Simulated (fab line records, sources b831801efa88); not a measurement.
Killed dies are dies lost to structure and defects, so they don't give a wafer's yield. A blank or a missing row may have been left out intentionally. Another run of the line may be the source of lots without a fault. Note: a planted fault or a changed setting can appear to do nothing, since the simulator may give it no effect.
One fault through the eyes of 2 desks    flow gf180mcu    what lay behind the numbers comes last; until then each desk has only its own

## THE TOOL OWNER'S DESK: litho-track-02
The tool's own readings at GF_HV_LDD_COAT_41 (resist thk 1000 nm): means of the sampled wafers that have a number, for each lot that ran on this tool. If a lot's mean is further than 4 standard deviations from the usual mean, the lot is out of limits and carries the mark OUT (the distance appears in the brackets).
Columns: A = spin-speed-rpm at GF_HV_LDD_COAT_41, usual 3000.0 rpm
lot   first seen here  A
L522  day 13 09:35     2999.3
L532  day 16 06:13     2999.5
L539  day 18 13:16     3339.0 (+99 or more) OUT
L541  day 19 01:13     3340.6 (+99 or more) OUT
This desk's verdict: out of limits on L539, L541, starting with L539 at day 18 13:16 (spin-speed-rpm at GF_HV_LDD_COAT_41). Within limits: L522, L532.

## AT THE METROLOGY DESK
What the gauges read for every lot (on any tool): the sampled wafers with a number, averaged. If a lot's mean is further than 4 standard deviations from the usual mean, the lot is out of limits and carries the mark OUT (the distance appears in the brackets).
Columns: A = VT_IMPLANT_3_TW at GF_VT_IMPLANT_TW_MEAS_32, usual 270.0; B = V1_CVD_00_THK at GF_V1_THK_MEAS_01, usual 603 nm
lot   first seen here  A      B
L521  day 8 04:23      271.8  599
L522  day 8 04:40      271.4  608
L524  day 8 18:17      268.3  612
L527  day 9 04:41      270.5  608
L526  day 9 07:02      267.1  598
L529  day 9 15:28      267.9  604
L530  day 9 21:17      268.1  610
L532  day 10 09:59     267.4  601
L536  day 11 08:50     268.8  618
L538  day 11 21:29     272.0  606
L539  day 12 04:44     270.3  600
L541  day 12 15:44     270.9  607
L542  day 12 22:07     270.6  592
This desk's finding: nothing out of limits on any of the 13 lots.

## BROUGHT TOGETHER
On L539, L541, at day 18 13:16, an alarm was possible from the tool owner's desk.
From the metrology desk's view, nothing was out of limits.
The metrology desk holds a record of L539, L541, inside its limits.
On litho-track-02, each named lot ran GF_HV_LDD_COAT_41.

## WHAT THE SIMULATOR HAD PUT IN
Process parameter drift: litho-track-02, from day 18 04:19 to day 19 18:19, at GF_HV_LDD_COAT_41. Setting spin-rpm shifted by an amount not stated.
Struck lots among those shown: L539, L541.
How many hours passed from the start of the fault until each desk's first out-of-limits reading: the tool owner's desk, 9.
